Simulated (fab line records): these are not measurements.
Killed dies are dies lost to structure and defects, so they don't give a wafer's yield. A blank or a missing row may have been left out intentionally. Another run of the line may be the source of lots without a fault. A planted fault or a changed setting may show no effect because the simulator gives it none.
A lot that was struck, set against a sound lot -- flow gf180mcu -- 14 steps out of a route of 602
Sound: wafers L682.1, L682.4, L682.6. The struck wafers were L680.1, L680.2, L680.6. The cause comes at the end.
Order at every step that has rows: each side's tool, ch and its chambers, its first start. Under that, the readings that differ: sound wafers -- struck wafers -- difference of the means -- sigmas: that difference in standard deviations of wafers without a fault.
alike: readings with means less than 2 such deviations apart, plus words and numbers identical on both sides. not compared: withheld readings, readings lacking a value on some wafer, bounds such as >300 that could conceal the same value, and numbers that have no deviation in the record and whose values overlap.
The two part at a step that has a row with sigmas, a row that says differs or no value, or rows on one side only. Numbers that don't overlap but have no deviation are shown without sigmas and don't part them. A reading missing from all wafers of one side parts the sides only when that side holds two or more wafers.

GF_V3_THK_MEAS_01:
  sound on film metro-01, day 26 23:14; struck on film metro-02, day 26 06:04
  alike: V3_CVD_00_THK
GF_V3_CVD_02: deposits SiO2 from TEOS, target thk 850 nm, time 94.851 s.
  sound on pecvd-02 ch 0,1, day 26 23:17; struck on pecvd-04 ch 0,2, day 26 06:08
  alike: heater power w, susceptor temp C
GF_V3_THK_MEAS_03:
  sound on film metro-01, day 26 23:22; struck on film metro-04, day 26 06:12
  alike: V3_CVD_02_THK
GF_V3_CMP_04: polishes SiO2.
  sound on cmp-01 ch 0,1, day 26 23:37; struck on cmp-01 ch 2,3, day 26 06:19
  alike: head pressure psi, motor current A, time to endpoint s
GF_V3_BOW_MEAS_05:
  sound on film metro-02, day 26 23:55; struck on film metro-04, day 26 06:34
  alike: V3_BOW
then, 7 steps without rows for these wafers: GF_V3_DEHYDRATE_06 (time 60 s); GF_V3_HMDS_07 (prime time 60 s); GF_V3_COAT_08; GF_V3_COAT_09 (resist thk 1000 nm); GF_V3_SOFTBAKE_10 (time 60 s); GF_V3_EXPOSE_11 (exposes mask Via3, target cd 260 nm); GF_V3_PEB_12 (peb time 90 s).
GF_V3_DEVELOP_13: develop time 60 s.
  struck on litho track-01, day 27 02:43; sound on litho track-01 ch 0, day 27 19:55
  no value came back on the struck wafers for chill plate temp C (C), develop time s (s); on the sound wafers chill plate temp C (C) reads 23.15 22.93 23.14
reading,sound,struck,difference,sigmas
model.KrF_of_V3_COAT_09.thk nm (nm),988.2 986.3 987.3,1008 1005 1010,+20,
GF_V3_CD_MEAS_14: target cd 260 nm.
  sound on cd sem-02, day 27 20:04; struck on cd sem-01, day 27 02:52
reading,sound,struck,difference,sigmas
cd nm (nm),258.7 260.0 258.3,- - -,no value on the struck wafers,

WHERE THEY PART
Last at GF_V3_CD_MEAS_14 as far as this record goes, first at GF_V3_DEVELOP_13.

WHY: what had been put in by the simulator
Entire step skipped (litho track-01, GF_V3_DEVELOP_13), from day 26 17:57 onward. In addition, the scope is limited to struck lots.
